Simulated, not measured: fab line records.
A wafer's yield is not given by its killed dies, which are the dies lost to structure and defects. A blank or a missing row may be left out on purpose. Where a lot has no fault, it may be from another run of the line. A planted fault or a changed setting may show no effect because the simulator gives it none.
Chamber matching + flow gf180mcu + GF_V3_CMP_26 on cmp-02: 4 sister chambers
The step polishes, stops on SiO2, t overpolish 15 s, target thk 0 nm. 24 wafers are shown with their chamber, then 12 later ones without.

## EACH WAFER AND ITS CHAMBER
| wafer  | chamber | motorCurrentA (A) | timeToEndpointS (s) | overpolishRunS (s) |
|--------|---------|-------------------|---------------------|--------------------|
| L258.1 | 0       | 13.2              | 96                  | 14.995             |
| L258.4 | 3       | 13.5              | 85                  | 14.999             |
| L258.5 | 3       | 13.7              | 89                  | 14.987             |
| L262.3 | 2       | 15.9              | 88                  | 14.994             |
| L262.4 | 0       | 13.5              | 91                  | 15.004             |
| L262.6 | 3       | 14.0              | 83                  | 15.002             |
| L261.3 | 3       | 13.0              | 84                  | 15.012             |
| L261.5 | 1       | 8.7               | 82                  | 14.997             |
| L261.6 | 0       | 13.1              | 92                  | 15.006             |
| L265.2 | 1       | 9.1               | 84                  | 15.010             |
| L265.4 | 0       | 13.8              | 91                  | 14.997             |
| L265.6 | 2       | 15.3              | 85                  | 15.001             |
| L266.1 | 2       | 13.8              | 90                  | 14.981             |
| L266.2 | 0       | 12.5              | 95                  | 14.998             |
| L266.4 | 3       | 13.6              | 87                  | 14.996             |
| L268.2 | 0       | 13.5              | 98                  | 15.014             |
| L268.3 | 1       | 8.5               | 87                  | 14.999             |
| L268.6 | 3       | 14.5              | 89                  | 14.999             |
| L272.3 | 3       | 13.0              | 92                  | 14.979             |
| L272.4 | 2       | 14.3              | 94                  | 15.003             |
| L272.5 | 0       | 13.0              | 95                  | 15.008             |
| L273.2 | 3       | 14.4              | 91                  | 14.999             |
| L273.5 | 3       | 13.1              | 92                  | 15.000             |
| L273.6 | 2       | 14.6              | 98                  | 15.005             |

SIGNATURES (averages over the wafers above)
| reading         | chamber 0 | chamber 1 | chamber 2 | chamber 3 | scatter within a chamber |
|-----------------|-----------|-----------|-----------|-----------|--------------------------|
| motorCurrentA   | 13.229    | 8.767     | 14.780    | 13.644    | 0.574                    |
| timeToEndpointS | 94.00     | 84.33     | 91.00     | 88.00     | 3.57                     |
| overpolishRunS  | 15.00314  | 15.00200  | 14.99680  | 14.99700  | 0.00853                  |
Rule: distance of a wafer from a chamber = root of the sum over the readings of ((wafer's reading minus chamber's mean) / reading's scatter) squared. If the next closest chamber is less than 2 further off than the closest, the wafer can't be placed; otherwise it belongs to the closest. The scatter: take each reading less its chamber's mean, square it, sum over the shown wafers, divide by the number of wafers less the number of chambers, and take the root.

## WAFERS WITH NO CHAMBER GIVEN
| wafer  | motorCurrentA (A) | timeToEndpointS (s) | overpolishRunS (s) |
|--------|-------------------|---------------------|--------------------|
| L275.2 | 8.9               | 89                  | 14.989             |
| L275.4 | 15.9              | 97                  | 14.998             |
| L275.6 | 12.9              | 98                  | 14.992             |
| L276.1 | 13.3              | 97                  | 14.995             |
| L276.3 | 15.5              | 93                  | 14.996             |
| L276.6 | 13.4              | 91                  | 14.999             |
| L277.1 | 14.5              | 95                  | 14.993             |
| L277.2 | 8.3               | 90                  | 14.993             |
| L277.4 | 13.1              | 95                  | 15.006             |
| L278.1 | 13.4              | 92                  | 15.004             |
| L278.2 | 14.4              | 96                  | 15.013             |
| L278.3 | 9.2               | 93                  | 15.013             |

## THE CHAMBER EACH PASSED THROUGH
| wafer  | from the rows above          | in truth |
|--------|------------------------------|----------|
| L275.2 | 1                            | 1        |
| L275.4 | 2                            | 2        |
| L275.6 | can't be placed: 0 or 3      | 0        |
| L276.1 | can't be placed: 0 or 3 or 2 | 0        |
| L276.3 | 2                            | 2        |
| L276.6 | can't be placed: 3 or 0 or 2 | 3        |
| L277.1 | can't be placed: 2 or 3 or 0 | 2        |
| L277.2 | 1                            | 1        |
| L277.4 | can't be placed: 0 or 3      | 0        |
| L278.1 | can't be placed: 0 or 3 or 2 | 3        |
| L278.2 | can't be placed: 0 or 2 or 3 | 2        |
| L278.3 | 1                            | 1        |
5 of 12 placed correctly. Can't be placed from these rows: 7 (the true chamber is among the candidates in 7). Wrongly placed: 0.
